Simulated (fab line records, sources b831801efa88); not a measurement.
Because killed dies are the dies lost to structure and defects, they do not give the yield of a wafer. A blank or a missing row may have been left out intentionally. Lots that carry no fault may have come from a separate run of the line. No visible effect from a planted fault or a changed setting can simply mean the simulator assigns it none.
What tool caused it?    flow gf180mcu    13 lots with 39 wafers sampled at 5 steps, on a route of 602 steps

== WHAT THE GAUGES SHOWED, per wafer ==
GF_STI_THK_MEAS_24.
lot   measured     on             STI_CVD_23_THK (nm)
L119  day 2 05:02  film metro-02  644 637 641
L121  day 2 14:31  film metro-03  644 641 648
L123  day 2 23:40  film metro-02  649 649 661
L124  day 3 05:59  film metro-04  647 657 657
L125  day 3 10:17  film metro-04  646 648 652
L133  day 5 02:40  film metro-04  648 644 660
L134  day 5 10:15  film metro-04  650 643 645
L135  day 5 15:13  film metro-03  644 653 645
L136  day 5 18:43  film metro-04  649 636 643
L138  day 6 05:58  film metro-03  645 639 641
L140  day 6 15:11  film metro-04  642 654 653
L141  day 6 20:16  film metro-03  645 646 660
L142  day 7 02:11  film metro-02  647 641 647

GF_VT_IMPLANT_OVL_MEAS_29.
lot   measured      on          VT_IMPLANT_02_OVL (nm)
L119  day 6 20:07   overlay-02  0.5 -0.8 0.2
L121  day 7 08:48   overlay-01  0.4 1.0 -0.4
L123  day 7 20:55   overlay-02  -3.0 -1.8 0.1
L124  day 8 05:20   overlay-02  -3.3 -1.6 -0.8
L125  day 8 10:33   overlay-01  0.9 2.6 2.5
L133  day 10 18:34  overlay-02  - - -
L134  day 11 03:13  overlay-01  - - -
L135  day 11 08:34  overlay-02  -2.7 -0.5 -0.9
L136  day 11 13:19  overlay-01  -2.1 -0.8 -1.7
L138  day 12 03:19  overlay-01  -2.5 -1.4 0.1
L140  day 12 16:19  overlay-02  -1.7 -2.4 -2.2
L141  day 12 20:58  overlay-01  1.9 -2.4 0.2
L142  day 13 06:22  overlay-02  -2.6 -1.8 -3.2

GF_DUAL_GATE_THK_MEAS_03.
lot   measured      on             DUAL_GATE_OXIDATION_00_THK (nm)
L119  day 7 14:53   film metro-04  10.59 10.56 10.39
L121  day 8 04:38   film metro-04  10.81 10.90 10.91
L123  day 8 17:30   film metro-03  11.03 11.18 11.00
L124  day 9 02:07   film metro-04  10.48 10.63 10.63
L125  day 9 08:09   film metro-04  10.72 10.62 10.63
L135  day 12 06:20  film metro-02  11.03 10.88 10.80
L136  day 12 10:58  film metro-03  11.01 10.86 11.13
L138  day 13 02:08  film metro-03  10.75 10.59 10.77
L140  day 13 15:11  film metro-03  10.71 10.78 10.90
L141  day 13 20:19  film metro-02  11.11 11.15 10.98
L142  day 14 06:26  film metro-02  10.87 11.18 11.06

== WHICH TOOL RAN EACH LOT (tool, then ch and the chambers of the sampled wafers, then the start) ==
lot   GF_VT_IMPLANT_STRIP_20                GF_VT_IMPLANT_COAT_24
L119  plasma asher-01 ch 1, day 6 05:00     litho track-03 ch 0, day 6 11:55
L121  plasma asher-03 ch 0,1, day 6 17:35   litho track-03 ch 0, day 7 01:02
L123  plasma asher-01 ch 0,1, day 7 04:56   litho track-03 ch 0, day 7 12:35
L124  plasma asher-03 ch 0,1, day 7 12:26   litho track-03 ch 0, day 7 20:41
L125  plasma asher-01 ch 0,1, day 7 17:57   litho track-03 ch 0, day 8 02:05
L133  plasma asher-01 ch 0,1, day 10 00:04  litho track-03, day 10 08:58
L134  plasma asher-01 ch 0,1, day 10 08:51  litho track-01, day 10 18:14
L135  plasma asher-03 ch 0,1, day 10 14:02  litho track-03 ch 0, day 10 23:34
L136  plasma asher-01 ch 0,1, day 10 19:01  litho track-02 ch 0, day 11 03:31
L138  plasma asher-01 ch 0,1, day 11 08:40  litho track-03 ch 0, day 11 17:49
L140  plasma asher-01 ch 0,1, day 11 21:33  litho track-03 ch 0, day 12 06:55
L141  plasma asher-02 ch 0,1, day 12 01:08  litho track-03 ch 0, day 12 10:50
L142  plasma asher-01 ch 1, day 12 10:00    litho track-02 ch 0, day 12 19:34
- GF_VT_IMPLANT_STRIP_20: strips in O2/N2.
- GF_VT_IMPLANT_COAT_24: resist thk 1000 nm.

== WHAT THE TOOLS THEMSELVES READ (means of the sampled wafers that have a number; where no wafer has one, the mark that the record gives instead) ==
GF_VT_IMPLANT_STRIP_20.
lot   tool             drypump motor current A (A)  heater power w (W)  oes product au (a.u.)  strip time to endpoint s (s)
L119  plasma asher-01  5.2                          375                 0.717                  12.61
L121  plasma asher-03  6.0                          389                 0.718                  12.71
L123  plasma asher-01  5.3                          351                 0.716                  12.66
L124  plasma asher-03  5.9                          396                 0.719                  12.61
L125  plasma asher-01  5.3                          359                 0.716                  12.63
L133  plasma asher-01  5.3                          354                 0.713                  12.67
L134  plasma asher-01  5.3                          333                 0.713                  12.63
L135  plasma asher-03  5.9                          375                 0.719                  12.62
L136  plasma asher-01  5.4                          336                 0.716                  12.63
L138  plasma asher-01  5.3                          337                 0.719                  12.63
L140  plasma asher-01  5.3                          358                 0.714                  12.63
L141  plasma asher-02  6.2                          377                 0.719                  12.65
L142  plasma asher-01  5.2                          377                 0.717                  12.62

GF_VT_IMPLANT_COAT_24.
lot   tool            chill plate temp C (C)  dispense pressure kPa (kPa)
L119  litho track-03  23.15                   48.6
L121  litho track-03  23.07                   48.6
L123  litho track-03  23.03                   48.6
L124  litho track-03  22.92                   48.6
L125  litho track-03  22.77                   48.6
L133  litho track-03  -                       -
L134  litho track-01  -                       -
L135  litho track-03  23.12                   48.6
L136  litho track-02  23.09                   44.5
L138  litho track-03  23.02                   48.6
L140  litho track-03  22.87                   48.6
L141  litho track-03  23.07                   48.6
L142  litho track-02  23.01                   44.6

== THE ANSWER, worked out from the rows above alone ==
Rule: usual is defined by the lots themselves. Put in order of their means at a reading, lots are off if they are a third of the lots or fewer, leave a main group of 4 or more, and stand apart from it by a gap of 3 or more times the standard deviation of the main group's means; of several such gaps the widest counts. Not used: any main group whose means are identical at the precision the tables above print for the reading. A lot without any number at a reading at which 4 lots or more have one is off too. The other lots that the step has rows for count as sound. Order of review: gauges by route order, followed by the tools' own readings, for which a lot's mean as printed above is used. At the first step where some lot is off, the reading lying furthest off is the one used; lots without a number count as furthest.
Off: L133, L134, seen at GF_VT_IMPLANT_OVL_MEAS_29 (VT_IMPLANT_02_OVL). Without a number there: L133, L134. Mean -0.9 nm and standard deviation 1.3 in the main group.
A tool fits if, at a process step before that reading, it ran every lot that is off, and no sound lot after the first of them. Not tried: the gauges at GF_VT_IMPLANT_OVL_MEAS_29; whatever is off there is also off at GF_VT_IMPLANT_COAT_24, on other tools, and gauge error can't account for it. Of those tried, none fits.

== WHAT WAS PUT IN BY THE SIMULATOR ==
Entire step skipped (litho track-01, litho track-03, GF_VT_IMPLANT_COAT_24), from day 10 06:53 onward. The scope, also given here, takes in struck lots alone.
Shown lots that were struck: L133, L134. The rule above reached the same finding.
